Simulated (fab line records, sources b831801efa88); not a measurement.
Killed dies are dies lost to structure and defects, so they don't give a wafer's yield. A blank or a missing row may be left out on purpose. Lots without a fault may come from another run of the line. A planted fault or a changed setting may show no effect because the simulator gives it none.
Which tool did it? | flow sky130 | 12 lots, 36 wafers sampled, at 5 steps of a route of 708

WHAT THE GAUGES READ, wafer by wafer
SKY_VT_ADJUST_NCORE_CD_MEAS_07: target cd 380 nm.
lot  | measured     | on        | cd_nm (nm)
L375 | day 8 22:39  | cd_sem-02 | 382.4 382.0 382.7
L376 | day 9 06:29  | cd_sem-02 | 376.2 375.1 379.2
L381 | day 10 22:27 | cd_sem-01 | 379.0 379.8 381.1
L382 | day 11 10:17 | cd_sem-01 | 378.0 378.8 380.7
L384 | day 12 11:29 | cd_sem-01 | 377.2 375.8 379.4
L388 | day 13 12:32 | cd_sem-02 | 379.5 377.7 379.1
L389 | day 13 14:02 | cd_sem-02 | 376.0 375.1 377.2
L390 | day 13 21:17 | cd_sem-01 | 383.3 385.4 384.4
L392 | day 14 12:11 | cd_sem-01 | 377.5 380.1 375.5
L393 | day 14 13:30 | cd_sem-01 | 376.6 378.5 377.5
L395 | day 15 03:45 | cd_sem-01 | 381.8 380.8 385.0
L396 | day 15 10:41 | cd_sem-02 | 376.8 378.2 381.0

SKY_LDD_HVP_OVL_MEAS_07.
lot  | measured     | on         | LDD_HVP_OVL (nm)
L375 | day 22 05:12 | overlay-01 | 0.3 -2.2 1.1
L376 | day 22 13:23 | overlay-02 | 0.1 -0.6 0.5
L381 | day 24 12:56 | overlay-02 | -1.3 -2.0 -0.7
L382 | day 25 09:23 | overlay-01 | 0.1 -1.0 -0.5
L384 | day 26 14:44 | overlay-01 | 0.1 1.2 0.0
L388 | day 27 14:50 | overlay-02 | -1.0 -0.6 -2.0
L389 | day 28 02:02 | overlay-02 | -1.0 -0.7 -0.2
L390 | day 28 05:29 | overlay-01 | -1.7 -0.1 -1.2
L392 | day 28 16:29 | overlay-01 | 0.9 0.9 0.7
L393 | day 28 18:58 | overlay-01 | -1.7 -1.4 -1.8
L395 | day 29 09:14 | overlay-02 | 1.4 1.3 2.6
L396 | day 29 15:53 | overlay-01 | -1.2 -2.0 -2.4

SKY_LDD_HVP_TW_MEAS_10.
lot  | measured     | on            | LDD_HVP_TW
L375 | day 22 05:29 | film_metro-02 | 456 457 458
L376 | day 22 13:40 | film_metro-03 | 450 455 453
L381 | day 24 13:13 | film_metro-03 | 450 450 455
L382 | day 25 09:40 | film_metro-02 | 470 470 471
L384 | day 26 15:01 | film_metro-03 | 467 467 468
L388 | day 27 15:08 | film_metro-04 | 462 460 463
L389 | day 28 02:19 | film_metro-02 | 457 455 456
L390 | day 28 05:46 | film_metro-03 | 453 455 452
L392 | day 28 16:46 | film_metro-03 | 451 453 452
L393 | day 28 19:16 | film_metro-02 | 455 454 458
L395 | day 29 09:32 | film_metro-04 | 460 459 461
L396 | day 29 16:11 | film_metro-02 | 457 454 455

WHICH TOOL RAN EACH LOT (tool, then ch and the chambers of the sampled wafers, then the start)
lot  | SKY_VT_ADJUST_HVTR_STRIP_10          | SKY_LDD_HVP_IMPLANT_08
L375 | plasma_asher-03 ch 0,1, day 9 20:41  | implanter-04 ch 0, day 22 05:14
L376 | plasma_asher-03 ch 0,1, day 10 04:50 | implanter-01 ch 0, day 22 13:25
L381 | plasma_asher-02 ch 0,1, day 11 22:59 | implanter-01 ch 0, day 24 12:58
L382 | plasma_asher-03 ch 0,1, day 12 11:09 | implanter-01 ch 0, day 25 09:25
L384 | plasma_asher-04 ch 1, day 13 13:27   | implanter-01 ch 0, day 26 14:46
L388 | plasma_asher-03 ch 0,1, day 14 15:18 | implanter-04 ch 0, day 27 14:53
L389 | plasma_asher-02 ch 0,1, day 14 17:19 | implanter-02 ch 0, day 28 02:04
L390 | plasma_asher-04 ch 0,1, day 15 00:29 | implanter-02 ch 0, day 28 05:31
L392 | plasma_asher-04 ch 0,1, day 15 15:33 | implanter-02 ch 0, day 28 16:31
L393 | plasma_asher-02 ch 0,1, day 15 17:44 | implanter-04 ch 0, day 28 19:04
L395 | plasma_asher-04 ch 0,1, day 16 09:02 | implanter-01 ch 0, day 29 09:17
L396 | plasma_asher-04 ch 0,1, day 16 14:53 | implanter-01 ch 0, day 29 15:58
- SKY_VT_ADJUST_HVTR_STRIP_10: strips in O2/N2.
- SKY_LDD_HVP_IMPLANT_08

WHAT THE TOOLS THEMSELVES READ (means of the sampled wafers that have a number; where no wafer has one, the mark that the record gives instead)
SKY_VT_ADJUST_HVTR_STRIP_10.
lot  | tool            | drypump_motor_current_A (A) | oes_product_au (a.u.) | strip_time_to_endpoint_s (s)
L375 | plasma_asher-03 | 5.9                         | 0.714                 | 14.19
L376 | plasma_asher-03 | 6.0                         | 0.716                 | 14.22
L381 | plasma_asher-02 | 5.5                         | 0.714                 | 14.17
L382 | plasma_asher-03 | 5.9                         | 0.720                 | 14.19
L384 | plasma_asher-04 | 5.0                         | 0.716                 | 14.16
L388 | plasma_asher-03 | 6.0                         | 0.712                 | 14.19
L389 | plasma_asher-02 | 5.6                         | 0.719                 | 14.19
L390 | plasma_asher-04 | 5.2                         | 0.715                 | 14.13
L392 | plasma_asher-04 | 5.2                         | 0.715                 | 14.16
L393 | plasma_asher-02 | 5.6                         | 0.718                 | 14.24
L395 | plasma_asher-04 | 5.2                         | 0.718                 | 14.19
L396 | plasma_asher-04 | 5.1                         | 0.715                 | 14.18

SKY_LDD_HVP_IMPLANT_08.
lot  | tool         | beam_energy_keV | end_station_pressure_torr (Torr)
L375 | implanter-04 | 19.998          | 5.44e-06
L376 | implanter-01 | 20.004          | 5.21e-06
L381 | implanter-01 | 19.997          | 5.09e-06
L382 | implanter-01 | 23.706          | 5.02e-06
L384 | implanter-01 | 23.705          | 5.17e-06
L388 | implanter-04 | 20.001          | 5.21e-06
L389 | implanter-02 | 20.006          | 5.21e-06
L390 | implanter-02 | 20.003          | 4.79e-06
L392 | implanter-02 | 19.999          | 5.10e-06
L393 | implanter-04 | 20.000          | 4.80e-06
L395 | implanter-01 | 19.985          | 5.02e-06
L396 | implanter-01 | 19.989          | 4.96e-06

THE ANSWER, worked out from the rows above alone
Rule: what is usual is taken from the lots themselves. Put in order of their means at a reading, lots are off if they are a third of the lots or fewer, leave a main group of 4 or more, and stand apart from it by a gap of 3 or more times the standard deviation of the main group's means; of several such gaps the widest counts. A main group whose means are all the same, to the digits that the tables above print for the reading, isn't used. A lot without any number at a reading at which 4 lots or more have one is off too. The other lots that the step has rows for count as sound. The gauges are gone through in route order, then the tools' own readings, and for those a lot's mean is taken as printed above. The first step at which some lot is off is used, and at that step the reading that is off furthest; a lot without a number counts as furthest.
Off: L382, L384, at SKY_LDD_HVP_IMPLANT_08 (beam_energy_keV). The main group: mean 19.998, standard deviation 0.0062.
A tool fits if, at that step or a process step before it, it ran every lot that is off, and no sound lot after the first of them. None of those tried fits.

WHAT THE SIMULATOR HAD PUT IN
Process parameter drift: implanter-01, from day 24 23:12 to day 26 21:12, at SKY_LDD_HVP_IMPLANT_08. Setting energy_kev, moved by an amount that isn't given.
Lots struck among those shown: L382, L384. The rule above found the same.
